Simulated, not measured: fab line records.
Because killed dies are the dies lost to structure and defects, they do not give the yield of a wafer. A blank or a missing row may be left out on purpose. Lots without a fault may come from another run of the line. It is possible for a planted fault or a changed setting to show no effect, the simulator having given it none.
Problem report, 8D (eight disciplines) form, completed by code / flow gf180mcu / the parts of the form that need people (team, actions taken, sign-off) are left out

== 1. WHAT WENT WRONG ==
Across 6 wafers from 2 lots, V3_CVD_00_THK at GF_V3_THK_MEAS_01 averages 300 nm, while fault-free wafers read 602 nm with a standard deviation of 8.4. Relative to the usual mean, that is a shift of -36 standard deviations.
The first sign was on wafer L366.2 at day 23 19:53, on film metro-01. The record holds 39 wafers of 13 lots with a number at this step. Rule for "out" (also "out of limits"): further than 4 standard deviations from the usual mean. The rest of the wafers with a number are treated as sound.

== 2. WHAT IT IS; WHAT IT IS NOT ==
question=which readings at this step | is=V3_CVD_00_THK | is not=-
question=which lots | is=L366, L367 | is not=L361, L363, L364, L365, L368, L374, L375, L378, L379, L380, L381
question=which wafers of those lots | is=all that have a number | is not=-
question=read on which gauges | is=film metro-01 | is not=film metro-02, film metro-03
question=when | is=from day 23 19:53 | is not=up to then (12 sound wafers); but 21 sound wafers of L368, L374, L375, L378, L379, L380, L381 came after

== 3. THE SUSPECTS, EACH WITH WHAT RULES IT OUT ==
Counting: a tool stays on the suspect list if, at a process step up to the reading, it processed all lots that are out and no sound lot following the first of them.
- the gauge at GF_V3_THK_MEAS_01 is ruled out. All the wafers that are out were read on film metro-01, but those of them that GF_V3_CVD_00 has rows for are out there too, on other tools.
- hdpcvd-01 at GF_V3_CVD_00 (deposits SiO2, target thk 600 nm, time 100 s): ruled out as a lasting fault. Sound lots L378, L381 ran on it after its first lot that is out, L366 (day 23 19:47).
Left after counting: nothing in the record.

== 4. THE CAUSE (what the simulator had put in) ==
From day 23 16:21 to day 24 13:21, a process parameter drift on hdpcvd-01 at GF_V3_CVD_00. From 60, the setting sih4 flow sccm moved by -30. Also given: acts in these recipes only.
It was ruled out by counting, in error; the rule expects a fault to strike all lots run on its tool from its start on, and this fault did not.

== 5. SEQUENCE OF EFFECTS, ordered by route ==
Each row: a reading where the mean over the struck wafers with a number is more than 3 standard deviations away from the usual. Scope: only readings with a usual standard deviation given in the record; hours: median across lots of the time from each lot's start at the first step in this table that gives one to its start at this step; sigmas: change in usual standard deviations.
hours=0; step=GF_V3_CVD_00; reading=sih4 flow sccm; usual=60.01 sccm; on struck wafers=29.97; change=-30.04; sigmas=-99 or more
hours=0; step=GF_V3_THK_MEAS_01; reading=V3_CVD_00_THK; usual=602 nm; on struck wafers=300; change=-302; sigmas=-36
Process steps it contains:
- GF_V3_CVD_00: deposits SiO2, target thk 600 nm, time 100 s.

== 6. HOW IT WOULD HAVE BEEN CAUGHT EARLIER ==
The first out-of-limits reading at a measuring or inspecting step in this record came at day 23 19:53, 4 hours after the fault's start at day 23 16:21.
The tool's own readings at GF_V3_CVD_00 were out on every struck wafer that the step has a row for (sih4 flow sccm): an alarm limit on them would have fired on the first of those.
